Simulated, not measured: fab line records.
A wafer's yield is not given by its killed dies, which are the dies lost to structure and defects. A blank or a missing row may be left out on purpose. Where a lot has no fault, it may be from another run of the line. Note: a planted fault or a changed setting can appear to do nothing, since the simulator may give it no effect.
Comparing a struck lot with a sound one + flow sky130 + 15 steps out of a route of 708
Sound: these wafers, L741.2, L741.3, L741.5. Wafers struck: L747.3, L747.4, L747.6. Last of all comes the cause.
For every step that has rows: the tool of each side, followed by ch and its chambers, followed by its first start. Under that, the readings that differ: sound wafers + struck wafers + difference of the means + sigmas: that difference in standard deviations of wafers without a fault.
alike: words and numbers the same on both sides, and readings whose means are apart by under 2 such deviations; not compared: readings that were withheld, readings missing a value for some wafer, numbers with overlapping values and no deviation given by the record, and bounds like >300 which may hide the same value.
The two part at a step that has a row with sigmas, a row that says differs or no value, or rows on one side only. Numbers that have no deviation but don't overlap get no sigmas and don't part them. A reading that every wafer of one side lacks parts them only if that side has two wafers or more.

SKY_LI_CONTACT_CD_MEAS_12: the cd target is 170 nm.
  struck on cd_sem-02, day 34 08:53; sound on cd_sem-01, day 32 08:22
  alike: cd_nm
SKY_LI_CONTACT_OVL_MEAS_13:
  struck on overlay-01, day 34 08:59; sound on overlay-01, day 32 08:28
  alike: LI_CONTACT_OVL
then, 1 step without rows for these wafers: SKY_LI_CONTACT_ETCH_14 (etches BARC in N2/H2, stops on SiO2, time 45.9 s, target depth 60 nm).
SKY_LI_CONTACT_ETCH_15: etches PSG in C4F8/O2/Ar, stops on Si, target depth 600 nm.
  sound on rie_diel-02 ch 1,2, day 32 08:32; struck on rie_diel-01 ch 0,3, day 34 09:02
  alike: oes_product_au
then, 3 steps without rows for these wafers: SKY_LI_CONTACT_STRIP_16 (strips in O2/N2); SKY_LI_CONTACT_CLEAN_17 (cleans in NMP, time 600 s); SKY_LI_CONTACT_PRE_CLEAN_18 (time 5.6 s).
SKY_LI_CONTACT_SPUTTER_19: material Ti, target thk 20 nm, time 106.37 s.
  struck on pvd_sputter-03, day 34 09:25; sound on pvd_sputter-02, day 32 08:56
  alike: substrate_temp_c, throttle_valve_pct
SKY_LI_CONTACT_SPUTTER_20: material TiN, target thk 20 nm, time 80 s.
  struck on pvd_sputter-03, day 34 09:30; sound on pvd_sputter-02, day 32 09:01
  alike: throttle_valve_pct
SKY_LI_CONTACT_CVD_21: deposits W, target thk 400 nm, time 120.56 s.
  sound on cvd_w-01 ch 0,1, day 32 09:05; struck on cvd_w-01 ch 0,1, day 34 09:36
  alike: heater_power_w
SKY_LI_CONTACT_RS_MEAS_22: uses a four-point probe to measure.
  struck on film_metro-01, day 34 09:44; sound on film_metro-01, day 32 09:13
  alike: LI_CONTACT_W_RS
SKY_LI_CONTACT_THK_MEAS_23: measures by xrf.
  struck on film_metro-01, day 34 09:50; sound on film_metro-01, day 32 09:20
  alike: LI_CONTACT_W_THK
SKY_LI_CONTACT_CMP_24: polishes, stops on PSG, t overpolish 20 s, target thk 0 nm.
  sound on cmp-01 ch 0,1, day 32 09:23; struck on cmp-02 ch 0,2,3, day 34 09:55
| reading              | sound                | struck               | difference | sigmas      |
|----------------------|----------------------|----------------------|------------|-------------|
| overpolish_run_s (s) | 19.993 19.992 20.007 | 13.156 13.156 13.174 | -6.835     | -99 or more |
| t_overpolish_s (s)   | 20 20 20             | 13.159 13.159 13.159 | -6.841     |             |
  alike: motor_current_A, time_to_endpoint_s
SKY_LOCAL_INTERCONNECT_SPUTTER_00: material TiN, target thk 100 nm, time 83.3 s.
  struck on pvd_sputter-02, day 34 10:10; sound on pvd_sputter-04, day 32 09:41
  alike: substrate_temp_c, throttle_valve_pct
-- the record jumps here: 15 days lie between the struck wafers' starts before and after (it left off in module LOCAL_INTERCONNECT and takes up again in module PAD_OPEN, whose first step shown is number 708 of the route) --
SKY_PAD_OPEN_PROBE_99:
  struck on prober-01, day 49 12:51; sound on prober-01, day 48 01:46
  alike: killed_at_M0_to_M3, killed_at_M4_up, killed_at_contacts, killed_at_front_end, killed_at_other, killed_dies, killed_open, killed_short

## WHERE THEY PART
Within this record, at SKY_LI_CONTACT_CMP_24 only. Later steps at which nothing parts them and some readings are alike: SKY_LOCAL_INTERCONNECT_SPUTTER_00, SKY_PAD_OPEN_PROBE_99.

WHY: whatever the simulator had introduced
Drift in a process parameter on cmp-02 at SKY_LI_CONTACT_CMP_24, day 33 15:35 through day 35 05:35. The setting t_overpolish_s was moved by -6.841, starting from 20. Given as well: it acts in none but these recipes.
